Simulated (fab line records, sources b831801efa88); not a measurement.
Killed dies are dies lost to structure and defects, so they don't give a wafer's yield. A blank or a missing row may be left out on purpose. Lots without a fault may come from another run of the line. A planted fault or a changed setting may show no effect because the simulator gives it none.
Chamber matching | flow gf180mcu | GF_POLY_GATE_ETCH_13 on rie_si-02: 4 sister chambers
The step etches poly-Si in HBr/Cl2, stops on SiO2, target depth 198.5 nm, time 69.6 s. 8 wafers are shown with their chamber, then 9 later ones without.

WAFERS WITH THEIR CHAMBER
wafer  | chamber | drypump_motor_current_A (A) | oes_product_au (a.u.)
L678.6 | 0       | 5.2                         | 0.989
L680.1 | 1       | 5.4                         | 0.999
L681.1 | 1       | 5.5                         | 0.978
L682.1 | 0       | 5.2                         | 0.999
L682.4 | 3       | 6.7                         | 0.978
L682.5 | 2       | 5.2                         | 0.972
L683.3 | 3       | 6.7                         | 0.983
L683.4 | 2       | 5.2                         | 0.984

WAFERS WITHOUT THEIR CHAMBER
wafer  | drypump_motor_current_A (A) | oes_product_au (a.u.)
L683.6 | 5.2                         | 0.982
L684.1 | 5.2                         | 1.000
L684.2 | 5.5                         | 0.988
L684.6 | 5.2                         | 0.980
L692.5 | 5.2                         | 0.973
L693.5 | 5.2                         | 0.980
L699.3 | 6.7                         | 0.992
L699.4 | 5.2                         | 0.991
L699.5 | 6.7                         | 0.993

WHICH CHAMBER EACH WENT THROUGH
wafer  | from the rows above     | in truth
L683.6 | can't be placed: 2 or 0 | 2
L684.1 | can't be placed: 0 or 2 | 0
L684.2 | 1                       | 1
L684.6 | can't be placed: 2 or 0 | 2
L692.5 | can't be placed: 2 or 0 | 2
L693.5 | can't be placed: 2 or 0 | 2
L699.3 | 3                       | 3
L699.4 | can't be placed: 0 or 2 | 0
L699.5 | 3                       | 3
Placed correctly: 3 of 9. Can't be placed from these rows: 6 (the true chamber is among the candidates in 6). Placed wrongly: 0.
How it was worked out, from the rows above alone: a wafer's distance from a chamber is the root of the sum, over the readings, of the square of ((its reading less the chamber's mean) divided by the reading's scatter). The wafer belongs to the nearest chamber; if the next one is less than 2 further off, it can't be placed. A chamber's mean is the mean of its shown wafers. The scatter: the root of (the sum of the squares of (reading less its chamber's mean) over the shown wafers, divided by (wafers less chambers)).
